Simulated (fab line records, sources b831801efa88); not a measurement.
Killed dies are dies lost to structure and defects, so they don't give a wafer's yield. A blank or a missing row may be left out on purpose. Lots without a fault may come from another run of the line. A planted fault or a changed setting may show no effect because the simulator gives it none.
fab line records | flow sky130
record lots=6 wafers=18 last_day=50
route steps=708 shown METAL3@569 VIA3@573 PAD_OPEN@708
lots that met no fault: from a run of the same line without faults
start_h: hours from the record's first day to the start of the lot's first wafer shown | wait_h: hours since the lot's step before | " the same as in the row above | L1.1+2: a row that stands for several wafers | - no value, or no start given | * or withheld: withheld | < > ~ a bound
route shown NAME@n: a module of which the file shows steps, and the number in the route of the first | usual: mean/standard deviation of fault-free wafers | same: alike in all rows | chamber/n: place in a boat | sites: the reading at each site | _std_site: their standard deviation | _edge_site: outer sites' mean less inner sites' | radius_mm: how far each site lies from the wafer's centre | mask NAME#n: copy n | behind: the tool/chamber that last shaped the wafer | hold: why the lot was held/for how many hours/how that ended | device: the transistor (n, p or np) that didn't switch | end of line: the same wafers' tests at the end of the route | a step without rows: its recipe alone | killed: dies lost to structure and defects at the first sort, not the wafer's yield | map: a wafer's dies, x killed, . not, _ none there
set.NAME: the setting as run; set.NAME@STEP: as run at that earlier step | model.NAME: the simulator's own value behind a step, which no gauge read
lots at some steps of the route; a table a step, a row a wafer
services: from which hour (start_h, from the record's first day; less than 0 if before it) a tool's chamber was out of use, for how many hours, and why
## steps
# step SKY_METAL3_STRIP_19
# recipe chemistry=O2/N2 power_w=1400 pressure_mtorr=1500 platen_temp_c=withheld o2_flow_sccm=3000 n2_flow_sccm=300 overash_fraction=0.5
# usual chamber_pressure_mTorr=1499.9/1.4 drypump_motor_current_A=5.6/0.35 o2_flow_sccm=3001/8.6 oes_product_au=0.502/0.006 strip_time_to_endpoint_s=6.54/0.1
# columns lot.wafer tool chamber start_h wait_h chamber_pressure_mTorr drypump_motor_current_A o2_flow_sccm oes_product_au rf_hours_counter_h strip_time_to_endpoint_s
L873.3 plasma_asher-01 1 895.07 0.1 1498.9 6.2 3003 0.506 - 6.53
L873.4 " 0 " " 1501.0 5.7 2992 0.505 - 6.56
L873.6 " 0 " " 1501.4 5.7 2990 0.505 - 6.50
L874.4 plasma_asher-04 0 913.37 0.1 1498.6 5.8 3013 0.491 - 6.40
L874.5 " 1 " " 1500.8 5.3 2997 0.505 - 6.47
L874.6 " 0 " " 1499.9 5.8 3010 0.499 - 6.41
L877.2 plasma_asher-04 0 944.93 0.1 1498.9 5.8 3011 0.504 80 6.64
L877.5 " 1 " " 1500.7 5.3 2996 0.504 - 6.65
L877.6 " 0 " " 1498.5 5.8 3005 0.506 - 6.60
L881.2 plasma_asher-04 1 972.69 0.1 1501.9 5.3 3012 0.502 83 6.58
L881.3 " 0 " " 1498.0 5.8 3010 0.509 - 6.68
L881.6 " 1 " " 1498.2 5.3 2992 0.509 - 6.60
L882.1 plasma_asher-04 0 977.88 0.1 1502.3 5.8 2981 0.504 84 6.52
L882.2 " 1 " " 1500.3 5.3 2994 0.495 84 6.41
L882.5 " 0 " " 1500.9 5.8 2988 0.500 - 6.48
L896.1 plasma_asher-03 1 1064.34 0.1 1499.1 5.8 3003 0.499 0 6.41
L896.4 " 0 " " 1500.8 5.0 3008 0.505 - 6.48
L896.6 " 0 " " 1499.1 5.0 3001 0.502 - 6.55
# step SKY_METAL3_STRIP_20
# recipe chemistry=post_etch_residue_remover time_s=1200 temp_c=72.5
# step SKY_METAL3_CLEAN_21
# recipe chemistry=IPA time_s=180 temp_c=25
# step SKY_METAL3_CLEAN_22
# recipe chemistry=O3/DIW dry=n2_spin
# step SKY_VIA3_HDPCVD_00
# recipe material=SiO2 target_thk_nm=1635 sigma_open_frac=0.3 time_s=272.5 temp_c=400 sih4_flow_sccm=60 pressure_mtorr=6
# step SKY_VIA3_THK_MEAS_01
# recipe reads=SiO2_of_VIA3_HDPCVD_00
# usual VIA3_HDPCVD_THK=1635/19
# columns lot.wafer tool chamber start_h wait_h VIA3_HDPCVD_THK[nm]
L873.3 film_metro-02 - 895.87 0.1 1637
L873.4 " - " " 1636
L873.6 " - " " 1631
L874.4 film_metro-02 - 914.21 0.0 1674
L874.5 " - " " 1655
L874.6 " - " " 1655
L877.2 film_metro-02 - 945.71 0.1 1629
L877.5 " - " " 1617
L877.6 " - " " 1609
L881.2 film_metro-01 - 973.46 0.1 1647
L881.3 " - " " 1653
L881.6 " - " " 1635
L882.1 film_metro-02 - 978.64 0.1 1673
L882.2 " - " " 1645
L882.5 " - " " 1680
L896.1 film_metro-02 - 1065.71 0.1 1629
L896.4 " - " " 1613
L896.6 " - " " 1661
# step SKY_VIA3_CMP_02
# recipe material=SiO2 down_force_psi=4 platen_rpm=60 pad_velocity_m_s=0.94248
# usual motor_current_A=12.1/1
# columns lot.wafer tool chamber start_h wait_h motor_current_A
L873.3 cmp-02 2 896.33 0.4 13.4
L873.4 " 1 " " 13.9
L873.6 " 3 " " 11.8
L874.4 cmp-01 2 914.39 0.2 11.4
L874.5 " 3 " " 10.5
L874.6 " 0 " " 13.5
L877.2 cmp-02 2 945.86 0.1 12.5
L877.5 " 0 " " 12.6
L877.6 " 1 " " 13.5
L881.2 cmp-02 3 973.51 0.0 12.5
L881.3 " 2 " " 12.7
L881.6 " 0 " " 11.9
L882.2 cmp-02 0 978.70 0.0 11.5
L882.1 " 1 " " 14.3
L882.5 " 0 " " 12.2
L896.4 cmp-02 3 1065.82 0.1 11.7
L896.1 " 1 " " 13.4
L896.6 " 2 " " 12.8
# step SKY_VIA3_BOW_MEAS_03
# recipe mode=bow
# usual VIA3_BOW=81/7.9
# columns lot.wafer tool chamber start_h wait_h VIA3_BOW[um]
L873.3 film_metro-01 - 896.67 0.3 100
L873.4 " - " " 86
L873.6 " - " " 103
L874.4 film_metro-02 - 914.60 0.2 64
L874.5 " - " " 83
L874.6 " - " " 75
L877.2 film_metro-02 - 946.08 0.2 88
L877.5 " - " " 86
L877.6 " - " " 96
L881.2 film_metro-01 - 973.83 0.3 89
L881.3 " - " " 78
L881.6 " - " " 81
L882.1 film_metro-02 - 979.00 0.2 80
L882.2 " - " " 74
L882.5 " - " " 76
L896.1 film_metro-02 - 1066.07 0.1 64
L896.4 " - " " 77
L896.6 " - " " 73
# step SKY_VIA3_DEHYDRATE_04
# recipe temp_c=200 time_s=60
# step SKY_VIA3_HMDS_05
# recipe prime_time_s=60 prime_temp_c=120
# step SKY_VIA3_COAT_06
# recipe resist=BARC temp_c=withheld time_s=withheld spin_rpm=3000 resist_thk_nm=60
# step SKY_VIA3_COAT_07
# recipe resist=KrF-thick spin_rpm=3000 resist_thk_nm=450
# step SKY_VIA3_SOFTBAKE_08
# recipe temp_c=100 time_s=90 resist=KrF-thick
# usual heater_power_total_W=57.34/0.12 run_length_s=119.12/0.16
# columns lot.wafer tool chamber start_h wait_h heater_power_total_W run_length_s
L873.3 litho_track-04 0 908 - 57.39 119.16
L873.4 " 0 " " 57.15 119.14
L873.6 " 0 " " 57.42 119.15
L874.4 litho_track-03 0 925 - 57.21 118.89
L874.5 " 0 " " 57.24 118.99
L874.6 " 0 " " 57.18 119.24
L877.2 litho_track-03 0 957 - 57.42 119.09
L877.5 " 0 " " 58.99 112.53
L877.6 " 0 " " 57.48 119.01
L881.2 litho_track-01 0 984 - 57.53 119.27
L881.3 " 0 " " 57.50 119.12
L881.6 " 0 " " 57.44 119.20
L882.1 litho_track-03 0 992 - 57.21 119.09
L882.2 " 0 " " 57.15 118.89
L882.5 " 0 " " 58.69 112.47
L896.1 litho_track-03 0 1075 - 57.30 118.91
L896.4 " 0 " " 57.16 118.92
L896.6 " 0 " " 57.16 119.10
# step SKY_VIA3_EXPOSE_09
# recipe mask_id=VIM3 na=0.8 source_shape=annular sigma_inner=0.55 sigma_outer=0.85 target_cd_nm=200 dose_mj=38
# step SKY_PAD_OPEN_PROBE_99
# usual defect_limited_yield=82.5/1.9 killed_at_M0_to_M3=43/6.8 killed_at_M4_up=3.2/1.8 killed_at_contacts=24/6.2 killed_at_front_end=15/4.7 killed_at_other=0.4/0.63 killed_dies=86/9.6 killed_open=47/6.9 killed_short=39/6.3 sort_bin_3_pad_short=0.9/0.46 sort_bin_5_function=10.5/1.5 sort_bin_6_memory=6.1/1.1 sort_n_pass=406/9.6 sort_yield_pct=82.5/1.9
# same gross_dies=492 killed_at_back_side=0 sort_bin_4_leakage[%]=0 sort_bin_8_speed[%]=0
# columns lot.wafer tool chamber start_h wait_h defect_limited_yield[%] killed_at_M0_to_M3 killed_at_M4_up killed_at_contacts killed_at_front_end killed_at_other killed_dies killed_open killed_short sort_bin_3_pad_short[%] sort_bin_5_function[%] sort_bin_6_memory[%] sort_n_pass sort_yield_pct[%]
L873.3 prober-01 - 1069.72 0.2 82.5 45 4 16 20 1 86 45 41 1.4 9.1 6.9 406 82.5
L873.4 prober-01 - 1069.77 0.2 83.7 40 5 13 21 1 80 35 45 1.2 8.7 6.3 412 83.7
L873.6 prober-01 - 1069.87 0.2 86.2 34 2 14 18 0 68 41 26 0.6 8.1 5.1 424 86.2
L874.4 prober-02 - 1080.63 0.2 85.0 36 2 22 14 0 74 44 29 0.4 7.9 6.7 418 85.0
L874.5 prober-02 - 1080.68 0.2 83.3 40 0 31 11 0 82 47 35 0.6 10.0 6.1 410 83.3
L874.6 prober-02 - 1080.73 0.2 80.1 47 2 36 13 0 98 59 39 1.6 12.0 6.3 394 80.1
L877.2 prober-02 - 1112.08 0.1 82.5 59 3 16 8 0 86 52 34 0.2 10.6 6.7 406 82.5
L877.5 prober-02 - 1112.23 0.2 85.8 29 4 24 13 0 70 31 39 1.2 7.1 5.9 422 85.8
L877.6 prober-02 - 1112.28 0.2 85.4 28 4 19 21 0 72 35 36 0.2 9.8 4.7 420 85.4
L881.2 prober-01 - 1131.77 0.1 84.6 39 1 22 14 0 76 40 36 0.8 10.0 4.7 416 84.6
L881.3 prober-01 - 1131.82 0.2 82.7 41 3 22 19 0 85 43 42 0.2 10.6 6.5 407 82.7
L881.6 prober-01 - 1131.97 0.2 84.3 39 1 26 11 0 77 46 31 1.0 8.9 5.7 415 84.3
L882.1 prober-02 - 1139.42 0.1 80.9 52 2 28 11 1 94 57 37 1.0 11.8 6.3 398 80.9
L882.2 prober-02 - 1139.47 0.1 81.3 47 2 31 12 0 92 45 47 0.2 13.0 5.5 400 81.3
L882.5 prober-02 - 1139.62 0.2 81.7 52 3 21 14 0 90 47 43 0.4 10.4 7.5 402 81.7
L896.1 prober-01 - 1202.22 0.1 82.7 51 4 22 6 2 85 44 41 0.8 9.3 7.1 407 82.7
L896.4 prober-01 - 1202.37 0.2 82.7 38 3 27 16 1 85 43 42 1.4 10.8 5.1 407 82.7
L896.6 prober-01 - 1202.47 0.2 84.6 41 1 21 13 0 76 43 33 0.8 9.1 5.5 416 84.6
# killed by level:class
L873.3 FIELD_ISO:geometric_particle:short=9 VIA1:geometric_particle:open=9 VIA2:geometric_particle:open=9 CONTACT:geometric_particle:open=8 VIA2:geometric_particle:short=6 FIELD_ISO:geometric_particle:open=5 METAL2:geometric_particle:short=5 METAL1:geometric_particle:short=4
L873.4 VIA1:geometric_particle:open=7 VIA2:geometric_particle:short=6 METAL3:geometric_particle:short=6 FIELD_ISO:geometric_particle:short=5 FIELD_ISO:geometric_particle:open=5 CONTACT:geometric_particle:open=5 VIA3:geometric_particle:short=5 VIA1:geometric_particle:short=4
L873.6 VIA1:geometric_particle:open=9 CONTACT:geometric_particle:open=7 POLY_GATE:geometric_particle:short=5 VIA2:geometric_particle:open=5 POLY_GATE:geometric_particle:open=4 LI_CONTACT:geometric_particle:open=4 METAL3:geometric_particle:short=4 VIA3:geometric_particle:open=4
L874.4 VIA1:geometric_particle:open=9 VIA3:geometric_particle:open=7 CONTACT:geometric_particle:open=7 VIA2:geometric_particle:open=7 CONTACT:geometric_particle:short=6 LI_CONTACT:geometric_particle:open=4 METAL2:geometric_particle:short=4 FIELD_ISO:geometric_particle:short=3
L874.5 CONTACT:geometric_particle:open=10 LI_CONTACT:geometric_particle:open=8 METAL1:geometric_particle:short=7 VIA3:geometric_particle:open=7 VIA2:geometric_particle:open=7 LOCAL_INTERCONNECT:geometric_particle:short=6 VIA1:geometric_particle:open=6 FIELD_ISO:geometric_particle:short=4
L874.6 CONTACT:geometric_particle:open=14 LI_CONTACT:geometric_particle:open=10 VIA1:geometric_particle:open=10 VIA2:geometric_particle:open=9 METAL3:geometric_particle:short=5 LOCAL_INTERCONNECT:geometric_particle:short=5 VIA1:geometric_particle:short=5 VIA3:geometric_particle:open=5
L877.2 VIA2:geometric_particle:open=16 VIA1:geometric_particle:open=10 VIA2:geometric_particle:short=8 CONTACT:geometric_particle:open=7 VIA3:geometric_particle:open=7 VIA1:geometric_particle:short=6 METAL2:geometric_particle:short=5 METAL1:geometric_particle:short=4
L877.5 CONTACT:geometric_particle:open=7 VIA1:geometric_particle:short=6 LI_CONTACT:geometric_particle:open=6 CONTACT:geometric_particle:short=5 VIA2:geometric_particle:open=4 VIA1:geometric_particle:open=4 METAL4:geometric_particle:short=4 FIELD_ISO:geometric_particle:short=3
L877.6 FIELD_ISO:geometric_particle:open=6 VIA1:geometric_particle:open=6 POLY_GATE:geometric_particle:short=5 LI_CONTACT:geometric_particle:open=5 VIA2:geometric_particle:open=5 VIA3:geometric_particle:short=5 FIELD_ISO:geometric_particle:short=4 LI_CONTACT:geometric_particle:short=4
L881.2 VIA1:geometric_particle:open=9 VIA3:geometric_particle:open=7 VIA2:geometric_particle:open=6 FIELD_ISO:geometric_particle:short=5 LOCAL_INTERCONNECT:geometric_particle:short=5 CONTACT:geometric_particle:open=5 LI_CONTACT:geometric_particle:open=4 CONTACT:geometric_particle:short=4
L881.3 LI_CONTACT:geometric_particle:open=11 VIA1:geometric_particle:open=10 VIA2:geometric_particle:short=5 VIA1:geometric_particle:short=5 FIELD_ISO:geometric_particle:open=4 LOCAL_INTERCONNECT:geometric_particle:short=4 POLY_GATE:geometric_particle:short=4 VIA2:geometric_particle:open=4
L881.6 VIA1:geometric_particle:open=11 CONTACT:geometric_particle:short=7 CONTACT:geometric_particle:open=7 VIA2:geometric_particle:open=6 LI_CONTACT:geometric_particle:open=5 VIA3:geometric_particle:open=5 LOCAL_INTERCONNECT:geometric_particle:short=4 VIA1:geometric_particle:short=4
L882.1 VIA1:geometric_particle:open=12 CONTACT:geometric_particle:open=12 VIA3:geometric_particle:open=10 CONTACT:geometric_particle:short=8 METAL2:geometric_particle:short=7 LI_CONTACT:geometric_particle:open=5 METAL1:geometric_particle:short=5 VIA2:geometric_particle:open=4
L882.2 CONTACT:geometric_particle:open=13 LOCAL_INTERCONNECT:geometric_particle:short=7 VIA2:geometric_particle:open=7 METAL1:geometric_particle:short=6 VIA1:geometric_particle:short=6 POLY_GATE:geometric_particle:short=5 LI_CONTACT:geometric_particle:open=5 VIA2:geometric_particle:short=5
L882.5 VIA1:geometric_particle:open=11 CONTACT:geometric_particle:open=10 VIA3:geometric_particle:open=9 METAL2:geometric_particle:short=8 VIA2:geometric_particle:open=6 METAL1:geometric_particle:short=6 LI_CONTACT:geometric_particle:open=5 POLY_GATE:geometric_particle:short=4
L896.1 VIA1:geometric_particle:open=11 CONTACT:geometric_particle:open=8 METAL1:geometric_particle:short=8 VIA1:geometric_particle:short=7 VIA2:geometric_particle:open=6 VIA3:geometric_particle:open=6 CONTACT:geometric_particle:short=5 LI_CONTACT:geometric_particle:open=4
L896.4 CONTACT:geometric_particle:open=10 VIA1:geometric_particle:open=8 POLY_GATE:geometric_particle:short=7 CONTACT:geometric_particle:short=6 FIELD_ISO:geometric_particle:open=5 LI_CONTACT:geometric_particle:open=5 VIA1:geometric_particle:short=5 METAL2:geometric_particle:short=5
L896.6 CONTACT:geometric_particle:open=11 VIA1:geometric_particle:open=8 METAL1:geometric_particle:short=5 VIA2:geometric_particle:open=5 VIA2:geometric_particle:short=4 LOCAL_INTERCONNECT:geometric_particle:short=4 METAL2:geometric_particle:short=4 METAL1:geometric_particle:open=4
## services
# columns tool chamber start_h hours kind
plasma_asher-03 - 886.42 2.8 pm
cmp-01 - 892.20 5.7 pm
plasma_asher-04 - 895.30 5.5 repair
cmp-02 - 903.60 1.4 repair
cmp-02 - 912.00 4.0 pm
cmp-02 - 916.00 - consumable_replace:conditioner
cmp-02 - 916.00 - consumable_replace:pad
litho_track-01 - 925.28 - consumable_replace:filter
cmp-02 - 932.93 0.9 repair
cmp-01 - 939.52 1.2 repair
cmp-01 - 957.95 0.5 repair
cmp-02 - 970.11 0.4 repair
cmp-01 - 974.76 4.7 pm
cmp-01 - 982.68 4.8 repair
cmp-02 - 1002.70 7.7 pm
plasma_asher-01 - 1009.62 2.8 pm
cmp-01 - 1021.69 1.3 repair
cmp-01 - 1023.76 2.2 repair
plasma_asher-03 - 1029.53 2.1 repair
litho_track-01 - 1055.03 - consumable_replace:filter
plasma_asher-03 - 1055.25 9.0 pm
plasma_asher-03 0 1055.25 9.0 vent_cycle
plasma_asher-03 1 1055.25 9.0 vent_cycle
plasma_asher-01 - 1069.00 4.1 repair
## key
first_sign step=SKY_VIA3_SOFTBAKE_08 reading=run_length_s direction=down sigmas=41 usual=* struck=*
effect step=SKY_VIA3_SOFTBAKE_08 reading=heater_power_total_W direction=up sigmas=13 usual=* struck=*
met_at SKY_VIA3_SOFTBAKE_08
struck_wafers L877.5,L882.5
onset_between 925 957
fault kind=process_parameter_drift tool=litho_track-03 chamber=- onset_h=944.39 steps=SKY_VIA3_SOFTBAKE_08 channel=time_s offset=* shape=step end_h=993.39 scope=struck_wafers_only acts_in=* stated=*
